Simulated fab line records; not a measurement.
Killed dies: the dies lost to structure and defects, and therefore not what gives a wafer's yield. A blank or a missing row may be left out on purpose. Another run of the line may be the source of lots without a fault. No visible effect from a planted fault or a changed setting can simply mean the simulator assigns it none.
Chamber matching	flow sky130	4 sister chambers for SKY_VIA1_ETCH_14 on rie-diel-04
The step etches BARC in N2/H2, stops on SiO2, time 45.9 s, target depth 60 nm. 8 wafers are shown with their chamber, then 11 later ones without.

== EACH WAFER AND ITS CHAMBER ==
wafer	chamber	drypump-motor-current-A (A)	oes-product-au (a.u.)
L080.6	2	6.2	0.851
L081.1	2	6.2	0.852
L082.1	0	5.2	0.853
L082.5	0	5.1	0.856
L085.2	1	5.5	0.856
L085.3	3	6.1	0.855
L085.5	3	6.1	0.855
L087.3	1	5.6	0.859

== WAFERS WITH NO CHAMBER GIVEN ==
wafer	drypump-motor-current-A (A)	oes-product-au (a.u.)
L087.4	6.1	0.860
L087.6	5.1	0.850
L090.1	5.1	0.859
L090.3	6.2	0.857
L090.6	5.1	0.850
L095.1	6.1	0.857
L095.4	5.1	0.847
L095.6	5.1	0.859
L097.3	5.6	0.859
L097.5	5.1	0.860
L097.6	6.1	0.860

== CHAMBER TAKEN BY EACH ==
wafer	from the rows above	in truth
L087.4	3	3
L087.6	0	0
L090.1	0	0
L090.3	can't be placed: 3 or 2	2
L090.6	0	0
L095.1	3	3
L095.4	0	0
L095.6	0	0
L097.3	1	1
L097.5	0	0
L097.6	3	3
10 of 11 placed correctly. Not placeable from these rows: 1 (in 1, the candidates include the true chamber). 0 placed wrongly.
How it was worked out, from the rows above alone: a wafer's distance from a chamber is the root of the sum, over the readings, of the square of ((its reading less the chamber's mean) divided by the reading's scatter). If the next closest chamber is less than 2 further off than the closest, the wafer can't be placed; otherwise it belongs to the closest. The mean given for a chamber averages the wafers shown for that chamber. How the scatter is found: for the shown wafers, subtract from each reading the mean of its chamber, square and add these, divide the total by (wafers less chambers), then take the root.
